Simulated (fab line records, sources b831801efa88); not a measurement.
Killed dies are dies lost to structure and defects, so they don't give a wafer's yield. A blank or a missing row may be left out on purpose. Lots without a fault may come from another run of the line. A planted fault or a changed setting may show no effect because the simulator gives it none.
Problem report in the 8D (eight disciplines) form, filled by code | flow sky130 | the parts of the form that need people (team, actions taken, sign-off) are left out

1. THE PROBLEM
cd_nm at SKY_METAL2_CD_MEAS_15 reads a mean of 102.9 nm on 3 wafers of 2 lots; wafers without a fault read 140.4 nm with a standard deviation of 1.3. That is -29 standard deviations from the usual mean.
The step: target cd 140 nm.
First seen on wafer L445.1, day 38 21:04, on cd_sem-01. The record holds 35 wafers of 12 lots with a number at this step. Rule for "out", or "out of limits": more than 4 standard deviations from the usual mean. The other wafers with a number count as sound.

2. WHAT IT IS AND WHAT IT IS NOT
question                    | is                     | is not
which readings at this step | cd_nm                  | -
which lots                  | L445, L449             | L436, L438, L439, L442, L450, L453, L454, L455, L456, L457
which wafers of those lots  | L445.1, L449.1, L449.3 | L445.4, L445.5
read on which gauges        | cd_sem-01              | cd_sem-02
when                        | from day 38 21:04      | up to then (14 sound wafers); but 18 sound wafers of L450, L453, L454, L455, L456, L457 came after

3. SUSPECTS, AND WHAT RULES EACH OUT
Counting: a tool at a process step up to the reading stays a suspect if it ran every lot that is out. Sound lots after the first of them don't rule it out here, since some wafers of a struck lot are sound.
- the gauge at SKY_METAL2_CD_MEAS_15: ruled out. All the wafers that are out were read on cd_sem-01, but those of them that SKY_PAD_OPEN_PROBE_99 has rows for are out there too, on other tools.
- krf_scanner-01 at SKY_METAL2_EXPOSE_12 (exposes mask MM2, target cd 140 nm): kept. It ran every lot that is out, first L445 (day 38 07:53); its last sound lot up to then is L442 (day 36 22:38).
Left after counting: krf_scanner-01 at SKY_METAL2_EXPOSE_12.

4. THE CAUSE (what the simulator had put in)
Process parameter drift: krf_scanner-01, from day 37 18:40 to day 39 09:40, at SKY_METAL2_EXPOSE_12. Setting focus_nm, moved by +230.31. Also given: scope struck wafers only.
Counting left only this tool.

5. THE CHAIN OF EFFECTS, in route order
Each row: a reading whose mean over the struck wafers that have a number lies more than 3 standard deviations from the usual. Only readings for which the record gives a usual standard deviation are gone through. hours: the time from each lot's start at the first step in this table that gives one to its start at this step, as a median over the lots. sigmas: the change in usual standard deviations.
hours | step                  | reading              | usual    | on struck wafers | change | sigmas
0     | SKY_METAL2_CD_MEAS_15 | cd_nm                | 140.4 nm | 102.9            | -37.5  | -29
232   | SKY_PAD_OPEN_PROBE_99 | defect_limited_yield | 82.7 %   | 0.3              | -82.4  | -39
232   | SKY_PAD_OPEN_PROBE_99 | killed_at_M0_to_M3   | 43       | 450              | +407   | +57
232   | SKY_PAD_OPEN_PROBE_99 | killed_dies          | 85       | 490              | +405   | +41
232   | SKY_PAD_OPEN_PROBE_99 | killed_on_rim        | 17       | 95               | +78    | +18
232   | SKY_PAD_OPEN_PROBE_99 | sort_bin_5_function  | 10.2 %   | 91.7             | +81.5  | +54
232   | SKY_PAD_OPEN_PROBE_99 | sort_n_pass          | 407      | 2                | -405   | -41
232   | SKY_PAD_OPEN_PROBE_99 | sort_yield_pct       | 82.7 %   | 0.3              | -82.4  | -39
The process steps in it:
- SKY_PAD_OPEN_PROBE_99

6. WHAT WOULD HAVE CAUGHT IT SOONER
In this record the first reading out of limits at a measuring or inspecting step was taken at day 38 21:04, 26 hours after the fault began at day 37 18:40.
Of the lots that are out (2), L449 began SKY_METAL2_EXPOSE_12 on krf_scanner-01 after day 38 21:04. A hold on the tool at that time would have spared it.
